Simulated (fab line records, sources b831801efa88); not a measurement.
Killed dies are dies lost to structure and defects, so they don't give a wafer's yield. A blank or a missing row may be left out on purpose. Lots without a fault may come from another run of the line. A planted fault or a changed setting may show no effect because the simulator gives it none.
Which tool did it? | flow sky130 | 14 lots, 42 wafers sampled, at 3 steps of a route of 708

WHAT THE GAUGES READ, wafer by wafer
SKY_NWELL_TW_MEAS_15.
lot  | measured    | on            | NWELL_TW
L768 | day 4 13:25 | film_metro-04 | 1811 1807 1820
L769 | day 4 19:58 | film_metro-01 | 1796 1799 1799
L770 | day 5 00:34 | film_metro-01 | 1785 1792 1786
L771 | day 5 08:19 | film_metro-01 | 1776 1791 1785
L772 | day 5 15:25 | film_metro-02 | 1814 1813 1819
L773 | day 5 17:29 | film_metro-04 | 1805 1806 1804
L774 | day 5 21:16 | film_metro-02 | 1818 1812 1816
L775 | day 6 03:14 | film_metro-02 | 1819 1830 1824
L776 | day 6 09:53 | film_metro-01 | 1789 1796 1805
L779 | day 7 04:13 | film_metro-01 | 1775 1779 1789
L780 | day 7 13:56 | film_metro-02 | 2812 2820 2815
L781 | day 7 20:49 | film_metro-04 | 2797 2775 2789
L782 | day 8 13:55 | film_metro-02 | 2791 2775 2782
L783 | day 8 14:54 | film_metro-02 | 2787 2785 2781

SKY_NWELL_RS_MEAS_29: measures by four-point-probe.
lot  | measured    | on            | NWELL_RS (ohm/sq)
L768 | day 5 07:26 | film_metro-04 | 625.0 627.2 626.1
L769 | day 5 13:47 | film_metro-02 | 625.2 623.8 624.6
L770 | day 5 18:04 | film_metro-02 | 624.1 625.1 623.8
L771 | day 6 00:33 | film_metro-02 | 623.2 624.4 623.2
L772 | day 6 08:04 | film_metro-04 | 623.4 623.4 623.3
L773 | day 6 10:57 | film_metro-04 | 624.3 623.6 623.9
L774 | day 6 15:53 | film_metro-02 | 625.0 625.5 622.4
L775 | day 6 23:27 | film_metro-01 | 622.4 622.8 621.7
L776 | day 7 06:14 | film_metro-02 | 624.5 625.0 624.2
L779 | day 8 00:50 | film_metro-04 | 625.5 625.7 624.9
L780 | day 8 10:04 | film_metro-04 | 840.3 840.8 839.3
L781 | day 8 18:21 | film_metro-01 | 838.8 839.5 837.7
L782 | day 9 11:43 | film_metro-02 | 835.5 836.6 837.0
L783 | day 9 13:17 | film_metro-01 | 837.9 839.7 840.1

WHICH TOOL RAN EACH LOT (tool, then ch and the chambers of the sampled wafers, then the start)
lot  | SKY_NWELL_IMPLANT_11
L768 | implanter-01 ch 0, day 4 12:52
L769 | implanter-03 ch 0, day 4 19:25
L770 | implanter-04 ch 0, day 5 00:01
L771 | implanter-04 ch 0, day 5 07:47
L772 | implanter-01 ch 0, day 5 14:52
L773 | implanter-04 ch 0, day 5 16:56
L774 | implanter-01 ch 0, day 5 20:43
L775 | implanter-01 ch 0, day 6 02:34
L776 | implanter-01 ch 0, day 6 09:21
L779 | implanter-01 ch 0, day 7 03:40
L780 | implanter-04 ch 0, day 7 13:25
L781 | implanter-03 ch 0, day 7 20:17
L782 | implanter-01 ch 0, day 8 13:22
L783 | implanter-01 ch 0, day 8 14:23
- SKY_NWELL_IMPLANT_11

WHAT THE TOOLS THEMSELVES READ (means of the sampled wafers that have a number; where no wafer has one, the mark that the record gives instead)
SKY_NWELL_IMPLANT_11.
lot  | tool         | beam_energy_keV
L768 | implanter-01 | 399.88
L769 | implanter-03 | 400.01
L770 | implanter-04 | 399.78
L771 | implanter-04 | 400.06
L772 | implanter-01 | 400.03
L773 | implanter-04 | 400.25
L774 | implanter-01 | 400.09
L775 | implanter-01 | 399.83
L776 | implanter-01 | 399.81
L779 | implanter-01 | 399.96
L780 | implanter-04 | 400.07
L781 | implanter-03 | 399.82
L782 | implanter-01 | 400.09
L783 | implanter-01 | 400.00

THE ANSWER, worked out from the rows above alone
Rule: what is usual is taken from the lots themselves. Put in order of their means at a reading, lots are off if they are a third of the lots or fewer, leave a main group of 4 or more, and stand apart from it by a gap of 3 or more times the standard deviation of the main group's means; of several such gaps the widest counts. A main group whose means are all the same, to the digits that the tables above print for the reading, isn't used. A lot without any number at a reading at which 4 lots or more have one is off too. The other lots that the step has rows for count as sound. The gauges are gone through in route order, then the tools' own readings, and for those a lot's mean is taken as printed above. The first step at which some lot is off is used, and at that step the reading that is off furthest; a lot without a number counts as furthest.
Off: L780, L781, L782, L783, at SKY_NWELL_TW_MEAS_15 (NWELL_TW). The main group: mean 1802, standard deviation 14.
A tool fits if, at a process step before that reading, it ran every lot that is off, and no sound lot after the first of them. The gauges at SKY_NWELL_TW_MEAS_15 are tried like those tools. None of those tried fits.

WHAT THE SIMULATOR HAD PUT IN
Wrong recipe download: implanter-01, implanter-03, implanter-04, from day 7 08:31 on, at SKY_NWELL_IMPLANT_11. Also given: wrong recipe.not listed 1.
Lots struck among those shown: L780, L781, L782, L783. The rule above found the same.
